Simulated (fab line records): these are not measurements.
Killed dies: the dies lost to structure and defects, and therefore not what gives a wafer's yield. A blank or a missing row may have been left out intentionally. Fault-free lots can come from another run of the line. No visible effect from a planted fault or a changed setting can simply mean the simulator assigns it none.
A lot that was struck, set against a sound lot ; flow sky130 ; 15 out of 708 route steps
Sound: the wafers L652.2, L652.5, L652.6. Wafers L650.2, L650.3, L650.6 were the ones struck. At the end, the cause is stated.
Order at every step that has rows: each side's tool, ch and its chambers, its first start. Under that, the readings that differ: sound wafers ; struck wafers ; difference of the means ; sigmas: that difference in standard deviations of wafers without a fault.
alike: words and numbers the same on both sides, and readings whose means are apart by under 2 such deviations; not compared: readings that were withheld, readings missing a value for some wafer, numbers with overlapping values and no deviation given by the record, and bounds like >300 which may hide the same value.
A row with sigmas, a row that says differs or no value, or rows on one side alone: a step with any of these is where the two part. Numbers that don't overlap but have no deviation are shown without sigmas and don't part them. A reading that every wafer of one side lacks parts them only if that side has two wafers or more.

first, 3 steps without rows for these wafers: SKY_GATE_OXIDE_CLEAN_15 (cleans in SC1/SC2, time 150 s); SKY_GATE_OXIDE_OXIDATION_16 (stabilise 600 s, purge 300 s, target thk 3.57 nm); SKY_POLY_GATE_CVD_00 (deposits poly-Si, target thk 180 nm, time 720 s).
SKY_POLY_GATE_THK_MEAS_01:
  sound on filmMetro-04, day 19 04:11; struck on filmMetro-04, day 18 01:28
reading;sound;struck;difference;sigmas
POLY_GATE_CVD_00_THK (nm);181.4 182.4 182.9;178.8 180.0 178.6;-3.1;-2
then, 8 steps without rows for these wafers: SKY_RES_PROTECT_DEHYDRATE_00 (time 60 s); SKY_RES_PROTECT_HMDS_01 (prime time 60 s); SKY_RES_PROTECT_COAT_02 (resist thk 1140 nm); SKY_RES_PROTECT_SOFTBAKE_03 (time 60 s); SKY_RES_PROTECT_EXPOSE_04 (exposes mask RPM, target cd 1270 nm); SKY_RES_PROTECT_PEB_05; SKY_RES_PROTECT_DEVELOP_06 (develop time 60 s); SKY_POLY_GATE_IMPLANT_02.
SKY_RES_PROTECT_STRIP_07: strips in O2/N2.
  sound on plasmaAsher-04 ch 0,1, day 20 10:23; struck on plasmaAsher-03 ch 0,1, day 19 08:56
  no value came back on the struck wafers for chamberPressureMTorr (mTorr), drypumpMotorCurrentA (A), oesProductAu (a.u.), stripTimeToEndpointS (s); on the sound wafers chamberPressureMTorr (mTorr) reads 1499.3 1502.1 1498.6
reading;sound;struck;difference;sigmas
model.NOVOLAK_of_RES_PROTECT_COAT_02.thkNm (nm);0 0 0;1137 1141 1144;+1141;
  not compared: rfHoursCounterH
SKY_RES_PROTECT_TW_MEAS_08:
  sound on filmMetro-02, day 20 10:29; struck on filmMetro-04, day 19 09:02
  alike: POLY_GATE_TW
-- here the record skips 29 days between the struck wafers' starts before and after, leaving off in module RES_PROTECT and picking up in module PAD_OPEN (first step shown: number 708 of the route) --
SKY_PAD_OPEN_PROBE_99:
  sound on prober-01, day 49 09:43; struck on prober-01, day 48 19:30
reading;sound;struck;difference;sigmas
hold;- - -;awaitDispo/3.2h/scrap awaitDispo/3.2h/scrap awaitDispo/3.2h/scrap;no value on the sound wafers;
killedAtFrontEnd;12 14 12;427 411 406;+402;+98
killedDies;76 78 92;492 492 492;+410;+44
killedOnRim;13 14 24;96 96 96;+79;+20
  alike: killed_at_M0_to_M3, killed_at_M4_up, killedAtContacts, killedAtOther, killedOpen, killedShort

== WHERE THEY PART ==
Earliest at SKY_POLY_GATE_THK_MEAS_01; latest, in this record, at SKY_PAD_OPEN_PROBE_99.

WHY: what had been put in by the simulator
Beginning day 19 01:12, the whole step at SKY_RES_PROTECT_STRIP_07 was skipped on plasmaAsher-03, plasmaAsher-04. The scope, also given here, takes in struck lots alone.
